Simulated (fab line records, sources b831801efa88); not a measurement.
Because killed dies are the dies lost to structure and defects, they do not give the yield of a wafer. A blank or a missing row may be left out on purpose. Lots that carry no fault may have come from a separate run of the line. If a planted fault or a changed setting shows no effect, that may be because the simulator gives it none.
Matching of chambers -- flow sky130 -- SKY_CAP2M_CVD_00 on pecvd-04: 3 sister chambers
The step deposits SiO2, target thk 15.5 nm. 3 wafers are shown with their chamber, then 8 later ones without.

== WAFERS WITH THEIR CHAMBER ==
wafer,chamber,rf_fwd_power_W (W)
L086.2,2,442.0
L091.3,0,443.6
L090.3,1,439.8

== WAFERS MISSING THEIR CHAMBER ==
wafer,rf_fwd_power_W (W)
L090.5,440.5
L090.6,446.6
L092.1,441.4
L092.3,442.4
L092.4,438.9
L095.3,441.8
L095.4,439.7
L095.6,445.1

== WHICH CHAMBER EACH WENT THROUGH ==
wafer,from the rows above,in truth
L090.5,can't be placed: 1 or 2 or 0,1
L090.6,can't be placed: 0 or 2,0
L092.1,can't be placed: 2 or 1 or 0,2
L092.3,can't be placed: 2 or 0 or 1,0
L092.4,can't be placed: 1 or 2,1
L095.3,can't be placed: 2 or 0 or 1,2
L095.4,can't be placed: 1 or 2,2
L095.6,can't be placed: 0 or 2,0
Correct placement for 0 of the 8. Cannot be placed on the basis of these rows: 8; the candidates contain the true chamber in 8. Wrongly placed: 0.
How it was worked out, from the rows above alone: a wafer's distance from a chamber is the root of the sum, over the readings, of the square of ((its reading less the chamber's mean) divided by the reading's scatter). If the next closest chamber is less than 2 further off than the closest, the wafer can't be placed; otherwise it belongs to the closest. The mean given for a chamber averages the wafers shown for that chamber. The scatter: root of mean squared gap, hidden wafer to nearest shown wafer, with one shown wafer a chamber.
